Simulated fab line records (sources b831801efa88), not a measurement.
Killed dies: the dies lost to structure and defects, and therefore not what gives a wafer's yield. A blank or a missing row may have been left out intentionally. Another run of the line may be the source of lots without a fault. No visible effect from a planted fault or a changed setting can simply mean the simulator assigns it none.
fab line records	flow gf180mcu
record: lots: 5	wafers: 27
route steps=602 shown STI@30 POLY_GATE@170 PSD@254 M1@318 V3@450 MIM@504 M5@535 TOP_METAL@571 PASSIVATION@598
start_h: hours from the record's opening day to when the first of the lot's shown wafers began	wait_h: how many hours have passed since the lot's step before this one	" unchanged from the row above	L1.1+2: one row covering several wafers at once	- value missing, or start not given	* or withheld: withheld	< > ~ a bound
route shown NAME@n: NAME is a module with steps in the file, n the number in the route of the first one	usual: mean/standard deviation taken from wafers without a fault	same: alike in all rows	chamber/n: place in a boat	sites: the reading at each site	_std_site: the standard deviation of these	_edge_site: inner sites' mean taken away from outer sites' mean	radius_mm: how far each site lies from the wafer's centre	mask NAME#n: copy n	behind: the tool/chamber that last shaped the wafer	hold: what put the lot on hold/how long, in hours/how the hold closed	device: whichever transistor did not switch (one of n, p or np)	end of line: the tests these same wafers got at the end of their route	a step given without rows: its recipe and nothing more	killed: not the wafer's yield, but the dies lost to structure and defects at the first sort	map: a wafer's dies, x killed, . not, _ none there
set.NAME: the run value of the setting; set.NAME@STEP: its run value at that earlier step	model.NAME: the simulator's own value behind a step, which no gauge read
one table per step and one row per wafer, for lots whose settings were changed on purpose
== steps ==
step: GF_STI_OXIDATION_29
recipe: temp_c: 900	ambient: O2	stabilise_s: 600	purge_s: 300	target_thk_a: 100	ox_time_s: 1418
lot.wafer	tool	chamber	start_h	wait_h	set.ox_time_s	model.SiO2_of_STI_OXIDATION_29.thk_nm
L074.1	-	-	-	0.0	1418	10.17
L074.2	"	-	"	"	1418	10.26
L074.3	"	-	"	"	1418	10.04
L074.4	"	-	"	"	1418	9.969
L074.5	"	-	"	"	1418	10.11
L074.6	"	-	"	"	1418	10.12
L076.1	-	-	-	1.7	1857	12.09
L076.2	"	-	"	"	1857	12.14
L076.3+6	"	-	"	"	1857	12.08
L076.4	"	-	"	"	1857	12.02
L076.5	"	-	"	"	1857	12.07
L078.1	furnace-01	0	49.73	0.0	1418	10.24
L078.2	"	0	"	"	1418	10.32
L078.5	"	0	"	"	1418	10.21
L081.1	-	-	-	0.6	824	6.752
L081.2	"	-	"	"	824	6.801
L081.3	"	-	"	"	824	6.673
L081.4	"	-	"	"	824	6.653
L081.5	"	-	"	"	824	6.753
L081.6	"	-	"	"	824	6.678
L084.1+4	-	-	-	1.7	1899	12.18
L084.2	"	-	"	"	1899	12.26
L084.3	"	-	"	"	1899	12.24
L084.5	"	-	"	"	1899	12.32
L084.6	"	-	"	"	1899	12.21
step: GF_STI_THK_MEAS_30
recipe: reads: SiO2_of_STI_OXIDATION_29
usual: STI_OXIDATION_02_THK: 10.06/0.13
lot.wafer	tool	chamber	start_h	wait_h	set.ox_time_s@STI_OXIDATION_29	STI_OXIDATION_02_THK[nm]
L074.1	film_metro-02	-	-	-	1418	10.19
L074.2	"	-	"	"	1418	10.27
L074.3	"	-	"	"	1418	10.09
L074.4	"	-	"	"	1418	9.96
L074.5	"	-	"	"	1418	10.13
L074.6	"	-	"	"	1418	10.15
L076.1	film_metro-03	-	-	-	1857	12.07
L076.2	"	-	"	"	1857	12.18
L076.3	"	-	"	"	1857	12.11
L076.4	"	-	"	"	1857	12.01
L076.5	"	-	"	"	1857	12.04
L076.6	"	-	"	"	1857	12.05
L078.1	film_metro-03	-	51.13	0.0	1418	10.25
L078.2	"	-	"	"	1418	10.30
L078.5	"	-	"	"	1418	10.21
L081.1	film_metro-04	-	-	-	824	6.75
L081.2	"	-	"	"	824	6.82
L081.3	"	-	"	"	824	6.72
L081.4	"	-	"	"	824	6.66
L081.5	"	-	"	"	824	6.80
L081.6	"	-	"	"	824	6.63
L084.1	film_metro-02	-	-	-	1899	12.16
L084.2	"	-	"	"	1899	12.24
L084.3	"	-	"	"	1899	12.26
L084.4	"	-	"	"	1899	12.22
L084.5	"	-	"	"	1899	12.38
L084.6	"	-	"	"	1899	12.29
step: GF_POLY_GATE_ETCH_13
recipe: target: poly-Si	target_depth_nm: 198.5	stop_on: SiO2	over_etch_frac: 0.403	chemistry: HBr/Cl2	icp_w: 400	bias_w: 100	pressure_mtorr: 10	HBr_flow_sccm: 150	Cl2_flow_sccm: 50	time_s: 69.6
usual: oes_product_au: 0.982/0.0061
lot.wafer	tool	chamber	start_h	wait_h	set.time_s	oes_product_au	model.POLY_GATE.feature_depth_nm	model.etch.depth_nm	model.SiO2_of_DUAL_GATE_OXIDATION_02.thk_nm
L074.1	rie_si-02	0	193.07	-	69.6	0.988	194.7	194.7	14.24
L074.2	"	3	"	"	69.6	0.984	195.2	-	14.36
L074.3	"	2	"	"	31.2	1.012	90.85	-	14.35
L074.4	"	1	"	"	31.2	1.011	89.9	89.9	14.37
L074.5	"	0	"	"	69.6	0.987	195	195	14.39
L074.6	"	3	"	"	31.2	1.015	90.16	-	14.24
L076.1	rie_si-02	1	213.09	-	104.8	0.913	198.7	-	12.41
L076.2	"	0	"	"	69.6	0.999	199.6	199.6	14.06
L076.3	"	3	"	"	69.6	0.988	196.7	-	14.33
L076.4	"	2	"	"	104.8	0.932	201.3	-	12.46
L076.5	"	1	"	"	104.8	0.928	199.4	-	12.54
L076.6	"	2	"	"	69.6	0.986	198.3	-	14.17
L078.1	rie_si-02	3	223.82	-	69.6	0.987	194.7	194.7	14.34
L078.2	"	2	"	"	69.6	0.984	193.9	193.9	14.32
L078.5	"	1	"	"	69.6	0.985	195.6	195.6	14.35
L081.1	rie_si-01	3	244.44	-	80.5	0.950	195.1	-	13.59
L081.2	"	1	"	"	80.5	0.944	192.3	191.8	13.77
L081.3	"	2	"	"	69.6	0.977	191.9	-	14.19
L081.4	"	0	"	"	80.5	0.947	194.8	-	13.7
L081.5	"	2	"	"	69.6	0.990	195.9	-	14.1
L081.6	"	3	"	"	69.6	0.976	193.8	-	14.37
L084.1	rie_si-01	1	269.03	-	36.71	1.003	104.9	104.9	14.67
L084.2	"	3	"	"	36.71	1.015	107.5	-	14.69
L084.3	"	0	"	"	69.6	0.982	195.9	-	14.59
L084.4	"	2	"	"	36.71	1.016	107.4	-	14.61
L084.5	"	2	"	"	69.6	0.986	197	197	14.66
L084.6	"	1	"	"	69.6	0.983	197	197	14.74
step: GF_POLY_GATE_STRIP_14
recipe: chemistry: O2/N2	power_w: 1400	pressure_mtorr: 1500	platen_temp_c: 250	o2_flow_sccm: 3000	n2_flow_sccm: 300	overash_fraction: 0.5
usual: oes_product_au: 0.504/0.0049
lot.wafer	tool	chamber	start_h	wait_h	set.time_s@POLY_GATE_ETCH_13	oes_product_au
L074.1	plasma_asher-04	1	193.12	0.0	69.6	0.500
L074.2	"	0	"	"	69.6	0.494
L074.3	"	1	"	"	31.2	0.527
L074.4	"	0	"	"	31.2	0.525
L074.5	"	0	"	"	69.6	0.509
L074.6	"	1	"	"	31.2	0.519
L076.1	plasma_asher-03	0	213.14	0.0	104.8	0.487
L076.2	"	1	"	"	69.6	0.505
L076.3	"	1	"	"	69.6	0.501
L076.4	"	0	"	"	104.8	0.483
L076.5	"	1	"	"	104.8	0.472
L076.6	"	0	"	"	69.6	0.500
L078.1	plasma_asher-01	1	223.87	0.0	69.6	0.501
L078.2	"	0	"	"	69.6	0.500
L078.5	"	1	"	"	69.6	0.505
L081.1	plasma_asher-03	1	244.49	0.0	80.5	0.500
L081.2	"	0	"	"	80.5	0.498
L081.3	"	1	"	"	69.6	0.511
L081.4	"	0	"	"	80.5	0.489
L081.5	"	0	"	"	69.6	0.506
L081.6	"	1	"	"	69.6	0.507
L084.1	plasma_asher-03	0	269.09	0.0	36.71	0.525
L084.2	"	1	"	"	36.71	0.520
L084.3	"	1	"	"	69.6	0.501
L084.4	"	0	"	"	36.71	0.525
L084.5	"	0	"	"	69.6	0.499
L084.6	"	1	"	"	69.6	0.510
step: GF_PSD_DEVELOP_06
recipe: develop_time_s: 60	dev_temp_c: 23
lot.wafer	tool	chamber	start_h	wait_h	set.develop_time_s
L074.1+5+6	litho_track-02	0	309.78	0.1	60
L074.2+3+4	"	0	"	"	81.56
L076.1+2+3+4+5+6	litho_track-01	0	334.83	0.1	60
L078.1+2+5	litho_track-04	0	345.77	0.1	60
L081.1+4+6	litho_track-04	0	371.22	0.1	60
L081.2+3+5	"	0	"	"	83.06
L084.1+2+3	litho_track-01	0	406.33	0.1	60
L084.4+5+6	"	0	"	"	79.13
step: GF_PSD_CD_MEAS_07
recipe: target_cd_nm: 400
usual: cd_nm: 399.9/2.2
lot.wafer	tool	chamber	start_h	wait_h	set.develop_time_s@PSD_DEVELOP_06	cd_nm
L074.1	cd_sem-01	-	309.93	0.1	60	399.1
L074.2	"	-	"	"	81.56	428.4
L074.3	"	-	"	"	81.56	427.8
L074.4	"	-	"	"	81.56	425.9
L074.5	"	-	"	"	60	398.9
L074.6	"	-	"	"	60	397.9
L076.1	cd_sem-02	-	334.98	0.1	60	403.2
L076.2	"	-	"	"	60	404.3
L076.3	"	-	"	"	60	403.8
L076.4	"	-	"	"	60	404.1
L076.5	"	-	"	"	60	402.6
L076.6	"	-	"	"	60	403.5
L078.1	cd_sem-01	-	345.92	0.1	60	401.1
L078.2	"	-	"	"	60	402.6
L078.5	"	-	"	"	60	401.1
L081.1	cd_sem-01	-	371.37	0.1	60	401.9
L081.2	"	-	"	"	83.06	429.3
L081.3	"	-	"	"	83.06	430.6
L081.4	"	-	"	"	60	400.2
L081.5	"	-	"	"	83.06	429.8
L081.6	"	-	"	"	60	401.0
L084.1	cd_sem-01	-	406.48	0.1	60	395.4
L084.2	"	-	"	"	60	396.8
L084.3	"	-	"	"	60	395.8
L084.4	"	-	"	"	79.13	421.3
L084.5	"	-	"	"	79.13	422.5
L084.6	"	-	"	"	79.13	423.4
step: GF_M1_SPUTTER_03
recipe: material: Ti	target_thk_nm: 10	substrate_temp_c: 300	chamber_pressure_pa: 0.3	power_w: 3000	time_s: 6.7
lot.wafer	tool	chamber	start_h	wait_h	set.time_s	model.Ti_of_M1_SPUTTER_03.thk_nm
L074.1+5	pvd_sputter-03	-	356.17	0.0	6.7	10.35
L074.2	"	-	"	"	6.7	10.26
L074.3	"	-	"	"	6.7	10.15
L074.4	"	-	"	"	6.7	10.28
L074.6	"	-	"	"	6.7	10.23
L076.1	pvd_sputter-01	-	380.87	0.0	10.14	15.1
L076.2	"	-	"	"	6.7	9.893
L076.3	"	-	"	"	10.14	15.15
L076.4	"	-	"	"	10.14	15.11
L076.5	"	-	"	"	6.7	10.02
L076.6	"	-	"	"	6.7	10.07
L078.1	pvd_sputter-04	-	392.13	0.0	6.7	10.07
L078.2	"	-	"	"	6.7	10.01
L078.5	"	-	"	"	6.7	10.06
L081.1	pvd_sputter-03	-	419.12	0.0	10.45	15.5
L081.2	"	-	"	"	6.7	9.971
L081.3	"	-	"	"	10.45	15.63
L081.4	"	-	"	"	6.7	9.876
L081.5	"	-	"	"	10.45	15.55
L081.6	"	-	"	"	6.7	9.843
L084.1	pvd_sputter-01	-	458.02	0.0	6.7	9.891
L084.2	"	-	"	"	6.7	9.997
L084.3	"	-	"	"	6.7	9.909
L084.4	"	-	"	"	6.7	9.932
L084.5	"	-	"	"	6.7	9.859
L084.6	"	-	"	"	6.7	9.918
step: GF_V3_SPUTTER_21
recipe: material: Ti	target_thk_nm: 15	chamber_pressure_pa: 5	power_w: 2500	substrate_temp_c: 200	time_s: 80.02
lot.wafer	tool	chamber	start_h	wait_h	set.time_s	model.Ti_of_V3_SPUTTER_21.thk_nm
L074.1	pvd_sputter-02	-	503.93	0.0	80.02	15.01
L074.2	"	-	"	"	44.3	8.157
L074.3	"	-	"	"	80.02	14.94
L074.4	"	-	"	"	44.3	8.432
L074.5	"	-	"	"	80.02	14.98
L074.6	"	-	"	"	44.3	8.33
L076.1+3	pvd_sputter-02	-	529.43	0.0	80.02	15.01
L076.2	"	-	"	"	80.02	15.17
L076.4	"	-	"	"	80.02	15.15
L076.5	"	-	"	"	80.02	15.06
L076.6	"	-	"	"	80.02	14.9
L078.1	pvd_sputter-03	-	541.95	0.0	80.02	15.18
L078.2	"	-	"	"	80.02	15.03
L078.5	"	-	"	"	80.02	15.13
L081.1	pvd_sputter-03	-	567.86	0.0	80.02	14.91
L081.2	"	-	"	"	80.02	15.01
L081.3	"	-	"	"	80.02	14.98
L081.4+6	"	-	"	"	80.02	14.86
L081.5	"	-	"	"	80.02	14.97
L084.1	pvd_sputter-02	-	603.24	0.0	80.02	14.97
L084.2	"	-	"	"	104.6	19.58
L084.3	"	-	"	"	80.02	15.06
L084.4	"	-	"	"	104.6	19.63
L084.5	"	-	"	"	104.6	19.74
L084.6	"	-	"	"	80.02	15.17
step: GF_MIM_SPUTTER_01
recipe: material: TiN	target_thk_nm: 30	power_w: 6500	time_s: 25	chamber_pressure_pa: 0.4
lot.wafer	tool	chamber	start_h	wait_h	set.time_s	model.TiN_of_MIM_SPUTTER_01.thk_nm
L074.1	pvd_sputter-04	-	553.14	0.1	25	30.04
L074.2	"	-	"	"	25	30.22
L074.3+4	"	-	"	"	25	30.25
L074.5	"	-	"	"	25	29.93
L074.6	"	-	"	"	25	30.13
L076.1	pvd_sputter-01	-	576.95	0.1	25	30.74
L076.2	"	-	"	"	25	30.78
L076.3	"	-	"	"	10.2	12.74
L076.4	"	-	"	"	10.2	12.32
L076.5	"	-	"	"	25	30.64
L076.6	"	-	"	"	10.2	12.73
L078.1	pvd_sputter-03	-	590.03	0.1	25	30.11
L078.2	"	-	"	"	25	30.47
L078.5	"	-	"	"	25	30.17
L081.1	pvd_sputter-01	-	614.13	0.1	29.77	36.33
L081.2	"	-	"	"	25	30.42
L081.3	"	-	"	"	25	30.01
L081.4+5	"	-	"	"	29.77	35.99
L081.6	"	-	"	"	25	30.49
L084.1	pvd_sputter-03	-	647.34	0.1	25	29.35
L084.2	"	-	"	"	25	29.99
L084.3	"	-	"	"	25	29.62
L084.4	"	-	"	"	25	29.78
L084.5	"	-	"	"	25	30.1
L084.6	"	-	"	"	25	29.86
step: GF_MIM_METAL_ETCH_19
recipe: chemistry: Cl2/BCl3	mask_material: NOVOLAK	stop_on: Si3N4	target_depth_nm: 324.5	pressure_mtorr: 8	icp_w: 800	bias_w: 140	Cl2_flow_sccm: 80	bcl3_flow_sccm: 40	time_s: 54.1
usual: oes_product_au: 0.941/0.0065
lot.wafer	tool	chamber	start_h	wait_h	set.time_s	oes_product_au	model.MIM.feature_depth_nm	model.NOVOLAK_of_MIM_COAT_14.thk_nm
L074.1	rie_metal-02	1	575.02	0.1	54.1	0.945	294.7	869.6
L074.2	"	1	"	"	54.1	0.934	293.6	869
L074.3	"	1	"	"	54.1	0.943	296.1	866.1
L074.4	"	1	"	"	38.72	0.997	233.3	907.4
L074.5	"	1	"	"	38.72	1.015	234.1	905.3
L074.6	"	1	"	"	38.72	0.990	231.4	906.7
L076.1	rie_metal-02	1	598.77	0.1	54.1	0.929	294.8	872
L076.2	"	0	"	"	54.1	0.929	295	876.5
L076.3	"	0	"	"	54.1	0.942	-	-
L076.4	"	1	"	"	54.1	0.943	-	-
L076.5	"	0	"	"	54.1	0.935	294.8	875.5
L076.6	"	1	"	"	54.1	0.937	-	-
L078.1	rie_metal-01	1	611.52	0.1	54.1	0.946	296.2	870.2
L078.2	"	0	"	"	54.1	0.939	295.9	872.1
L078.5	"	0	"	"	54.1	0.935	296.9	871.3
L081.1	rie_metal-04	0	634.86	0.1	54.1	0.937	-	-
L081.2	"	1	"	"	30.54	0.999	184.8	922.8
L081.3	"	1	"	"	30.54	1.010	185.5	926.5
L081.4	"	0	"	"	54.1	0.944	-	-
L081.5	"	0	"	"	30.54	0.996	-	-
L081.6	"	1	"	"	54.1	0.947	296.1	866.4
L084.1	rie_metal-04	0	666.97	0.1	54.1	0.937	293.8	870.2
L084.2	"	0	"	"	54.1	0.934	292.9	873.2
L084.3	"	0	"	"	54.1	0.950	293.2	870.8
L084.4	"	0	"	"	54.1	0.936	293	867.9
L084.5	"	0	"	"	54.1	0.940	294.6	869.9
L084.6	"	0	"	"	54.1	0.937	292.4	869.7
step: GF_MIM_STRIP_20
recipe: chemistry: O2/N2	power_w: 1400	pressure_mtorr: 1500	platen_temp_c: 250	o2_flow_sccm: 3000	n2_flow_sccm: 300	overash_fraction: 0.5
usual: strip_time_to_endpoint_s: 11.23/0.036
lot.wafer	tool	chamber	start_h	wait_h	set.time_s@MIM_METAL_ETCH_19	strip_time_to_endpoint_s
L074.1	plasma_asher-03	0	575.16	0.1	54.1	11.21
L074.2	"	1	"	"	54.1	11.21
L074.3	"	0	"	"	54.1	11.18
L074.4	"	1	"	"	38.72	11.67
L074.5	"	0	"	"	38.72	11.62
L074.6	"	1	"	"	38.72	11.66
L076.1	plasma_asher-04	0	598.84	0.0	54.1	11.24
L076.2	"	1	"	"	54.1	11.29
L076.3	"	1	"	"	54.1	11.28
L076.4	"	0	"	"	54.1	11.22
L076.5	"	0	"	"	54.1	11.28
L076.6	"	1	"	"	54.1	11.27
L078.1	plasma_asher-04	1	611.59	0.0	54.1	11.23
L078.2	"	0	"	"	54.1	11.25
L078.5	"	1	"	"	54.1	11.22
L081.1	plasma_asher-04	1	634.93	0.0	54.1	11.17
L081.2	"	0	"	"	30.54	11.83
L081.3	"	1	"	"	30.54	11.87
L081.4	"	0	"	"	54.1	11.19
L081.5	"	1	"	"	30.54	11.84
L081.6	"	0	"	"	54.1	11.18
L084.1	plasma_asher-04	0	667.11	0.1	54.1	11.23
L084.2	"	1	"	"	54.1	11.25
L084.3	"	1	"	"	54.1	11.23
L084.4	"	0	"	"	54.1	11.17
L084.5	"	1	"	"	54.1	11.22
L084.6	"	0	"	"	54.1	11.20
step: GF_MIM_STRIP_21
recipe: chemistry: post_etch_residue_remover	time_s: 1200	temp_c: 72.5
step: GF_MIM_CLEAN_22
recipe: chemistry: DIW	dry: n2_spin
step: GF_M5_ETCH_09
recipe: chemistry: CF4/O2	target: Si3N4	target_depth_nm: 52	source_w: 800	bias_w: 150	pressure_mtorr: 150	cf4_flow_sccm: 80	O2_flow_sccm: 10	time_s: 11.6
step: GF_M5_METAL_ETCH_10
recipe: chemistry: Cl2/BCl3	mask_material: KrF	target_depth_nm: 627.5	stop_on: SiO2	pressure_mtorr: 8	icp_w: 800	bias_w: 140	Cl2_flow_sccm: 80	bcl3_flow_sccm: 40	time_s: 104.6
lot.wafer	tool	chamber	start_h	wait_h	set.time_s@MIM_SPUTTER_01	model.M5.feature_depth_nm
L074.1	rie_metal-03	0	596.84	0.0	25	595.6
L074.2	"	1	"	"	25	595.2
L074.3	"	0	"	"	25	595.8
L074.4	"	1	"	"	25	592.9
L074.5	"	1	"	"	25	595.7
L074.6	"	0	"	"	25	596.5
L076.1	rie_metal-01	1	620.19	0.0	25	610
L076.2	"	0	"	"	25	610.1
L076.3	"	1	"	"	10.2	589.2
L076.4	"	0	"	"	10.2	588.6
L076.5	"	1	"	"	25	606.6
L076.6	"	0	"	"	10.2	592.8
L078.1	rie_metal-03	1	632.48	0.0	25	603.3
L078.2	"	0	"	"	25	599.6
L078.5	"	1	"	"	25	606.9
L081.1	rie_metal-03	0	655.40	0.0	29.77	620.7
L081.2	"	1	"	"	25	614
L081.3	"	1	"	"	25	612
L081.4+5	"	0,1	"	"	29.77	617.5
L081.6	"	0	"	"	25	614.6
L084.1	rie_metal-03	0	686.45	0.0	25	594.8
L084.2	"	1	"	"	25	595.8
L084.3	"	0	"	"	25	598
L084.4	"	1	"	"	25	599.7
L084.5	"	1	"	"	25	593.5
L084.6	"	0	"	"	25	595.5
step: GF_TOP_METAL_SPUTTER_04
recipe: material: TiN	target_thk_nm: 25	power_w: 6500	time_s: 20.8	chamber_pressure_pa: 0.4
lot.wafer	tool	chamber	start_h	wait_h	set.time_s	model.TiN_of_TOP_METAL_SPUTTER_04.thk_nm
L074.1	pvd_sputter-04	-	620.64	0.0	20.8	25.02
L074.2	"	-	"	"	20.8	24.96
L074.3	"	-	"	"	20.8	25.11
L074.4	"	-	"	"	20.8	24.85
L074.5	"	-	"	"	20.8	24.79
L074.6	"	-	"	"	20.8	24.91
L076.1	pvd_sputter-04	-	643.10	0.0	28.02	33.52
L076.2	"	-	"	"	20.8	25.12
L076.3	"	-	"	"	20.8	25.01
L076.4	"	-	"	"	20.8	25.05
L076.5	"	-	"	"	28.02	33.71
L076.6	"	-	"	"	28.02	33.73
L078.1	pvd_sputter-01	-	655.05	0.0	20.8	25.27
L078.2	"	-	"	"	20.8	25.07
L078.5	"	-	"	"	20.8	25.19
L081.1+2	pvd_sputter-02	-	676.90	0.0	20.8	24.9
L081.3	"	-	"	"	32.41	38.42
L081.4	"	-	"	"	20.8	24.65
L081.5	"	-	"	"	32.41	38.44
L081.6	"	-	"	"	32.41	38.66
L084.1	pvd_sputter-01	-	707.59	0.0	20.8	24.98
L084.2	"	-	"	"	26.48	32.08
L084.3	"	-	"	"	26.48	32.02
L084.4	"	-	"	"	26.48	31.91
L084.5	"	-	"	"	20.8	25.04
L084.6	"	-	"	"	20.8	25.24
step: GF_PASSIVATION_ETCH_11
recipe: chemistry: CF4/O2	target_depth_nm: 1800	stop_on: TiN	source_w: 800	bias_w: 150	pressure_mtorr: 150	cf4_flow_sccm: 80	O2_flow_sccm: 10	time_s: 400
lot.wafer	tool	chamber	start_h	wait_h	set.time_s	model.coat_of_PASSIVATION_COAT_06.thk_nm
L074.1	rie_diel-02	0	661.97	-	400	2819
L074.2+5	"	2,1	"	"	400	2814
L074.3	"	3	"	"	400	2801
L074.4	"	1	"	"	400	2816
L074.6	"	0	"	"	400	2795
L076.1	rie_diel-03	3	683.17	-	400	2818
L076.2	"	0	"	"	400	2819
L076.3	"	1	"	"	400	2822
L076.4	"	2	"	"	400	2833
L076.5	"	2	"	"	400	2841
L076.6	"	1	"	"	400	2823
L078.1	rie_diel-02	0	692.57	-	400	2806
L078.2+5	"	1	"	"	400	2811
L081.1	rie_diel-03	1	713.62	-	400	2779
L081.2	"	2	"	"	605.4	2172
L081.3	"	3	"	"	605.4	2167
L081.4	"	0	"	"	605.4	2146
L081.5	"	0	"	"	400	2781
L081.6	"	3	"	"	400	2801
L084.1	rie_diel-02	3	743.42	-	538.8	2360
L084.2	"	2	"	"	538.8	2371
L084.3	"	1	"	"	400	2815
L084.4	"	0	"	"	400	2802
L084.5	"	0	"	"	538.8	2391
L084.6	"	3	"	"	400	2791
step: GF_PASSIVATION_STRIP_12
recipe: chemistry: O2/N2	power_w: 1400	pressure_mtorr: 1500	platen_temp_c: 250	o2_flow_sccm: 3000	n2_flow_sccm: 300	overash_fraction: 0.5
usual: strip_time_to_endpoint_s: 34.79/0.18
lot.wafer	tool	chamber	start_h	wait_h	set.time_s@PASSIVATION_ETCH_11	strip_time_to_endpoint_s
L074.1	plasma_asher-04	0	662.21	0.1	400	35.01
L074.2	"	1	"	"	400	34.95
L074.3	"	1	"	"	400	34.81
L074.4	"	0	"	"	400	34.95
L074.5	"	0	"	"	400	34.94
L074.6	"	1	"	"	400	34.72
L076.1	plasma_asher-02	1	683.41	0.1	400	34.99
L076.2	"	0	"	"	400	35.00
L076.3	"	0	"	"	400	35.03
L076.4	"	1	"	"	400	35.16
L076.5	"	1	"	"	400	35.27
L076.6	"	0	"	"	400	35.06
L078.1	plasma_asher-04	0	692.81	0.1	400	34.85
L078.2	"	1	"	"	400	34.91
L078.5	"	1	"	"	400	34.92
L081.1	plasma_asher-04	1	713.86	0.1	400	34.54
L081.2	"	0	"	"	605.4	27.50
L081.3	"	1	"	"	605.4	27.44
L081.4	"	0	"	"	605.4	27.24
L081.5	"	0	"	"	400	34.54
L081.6	"	1	"	"	400	34.81
L084.1	plasma_asher-04	0	743.66	0.1	538.8	29.68
L084.2	"	1	"	"	538.8	29.82
L084.3	"	1	"	"	400	34.95
L084.4	"	0	"	"	400	34.79
L084.5	"	0	"	"	538.8	30.05
L084.6	"	1	"	"	400	34.67
== key ==
split: step: GF_STI_OXIDATION_29	setting: ox_time_s	stated: 1418	by: lot
response: step: GF_STI_OXIDATION_29	reading: model.SiO2_of_STI_OXIDATION_29.thk_nm	change: +0.0724	per: 1%	r: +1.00
response: step: GF_STI_THK_MEAS_30	reading: STI_OXIDATION_02_THK	change: +0.0724	per: 1%	r: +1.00
split: step: GF_POLY_GATE_ETCH_13	setting: time_s	stated: 69.6	by: wafer
response: step: GF_POLY_GATE_ETCH_13	reading: oes_product_au	change: -0.000827	per: 1%	r: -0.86
response: step: GF_POLY_GATE_ETCH_13	reading: model.POLY_GATE.feature_depth_nm	shape: bent	at_lowest: 90.31	at_stated: 195.7	at_highest: 199.8
response: step: GF_POLY_GATE_ETCH_13	reading: model.etch.depth_nm	change: +1.92	per: 1%	r: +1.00
response: step: GF_POLY_GATE_ETCH_13	reading: model.SiO2_of_DUAL_GATE_OXIDATION_02.thk_nm	shape: bent	at_lowest: 14.32	at_stated: 14.35	at_highest: 12.47
response: step: GF_POLY_GATE_STRIP_14	reading: oes_product_au	change: -0.000432	per: 1%	r: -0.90
split: step: GF_PSD_DEVELOP_06	setting: develop_time_s	stated: 60	by: wafer
response: step: GF_PSD_CD_MEAS_07	reading: cd_nm	change: +0.788	per: 1%	r: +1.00
split: step: GF_M1_SPUTTER_03	setting: time_s	stated: 6.7	by: wafer
response: step: GF_M1_SPUTTER_03	reading: model.Ti_of_M1_SPUTTER_03.thk_nm	change: +0.101	per: 1%	r: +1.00
split: step: GF_V3_SPUTTER_21	setting: time_s	stated: 80.02	by: wafer
response: step: GF_V3_SPUTTER_21	reading: model.Ti_of_V3_SPUTTER_21.thk_nm	change: +0.149	per: 1%	r: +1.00
split: step: GF_MIM_SPUTTER_01	setting: time_s	stated: 25	by: wafer
response: step: GF_MIM_SPUTTER_01	reading: model.TiN_of_MIM_SPUTTER_01.thk_nm	change: +0.306	per: 1%	r: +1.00
response: step: GF_M5_METAL_ETCH_10	reading: model.M5.feature_depth_nm	change: +0.311	per: 1%	r: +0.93
split: step: GF_MIM_METAL_ETCH_19	setting: time_s	stated: 54.1	by: wafer
response: step: GF_MIM_METAL_ETCH_19	reading: oes_product_au	change: -0.00158	per: 1%	r: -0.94
response: step: GF_MIM_METAL_ETCH_19	reading: model.MIM.feature_depth_nm	change: +2.37	per: 1%	r: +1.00
response: step: GF_MIM_METAL_ETCH_19	reading: model.NOVOLAK_of_MIM_COAT_14.thk_nm	change: -1.34	per: 1%	r: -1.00
response: step: GF_MIM_STRIP_20	reading: strip_time_to_endpoint_s	change: *	per: 1%	r: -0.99
split: step: GF_TOP_METAL_SPUTTER_04	setting: time_s	stated: 20.8	by: wafer
response: step: GF_TOP_METAL_SPUTTER_04	reading: model.TiN_of_TOP_METAL_SPUTTER_04.thk_nm	change: +0.247	per: 1%	r: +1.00
split: step: GF_PASSIVATION_ETCH_11	setting: time_s	stated: 400	by: wafer
response: step: GF_PASSIVATION_ETCH_11	reading: model.coat_of_PASSIVATION_COAT_06.thk_nm	change: -12.2	per: 1%	r: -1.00
response: step: GF_PASSIVATION_STRIP_12	reading: strip_time_to_endpoint_s	change: *	per: 1%	r: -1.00
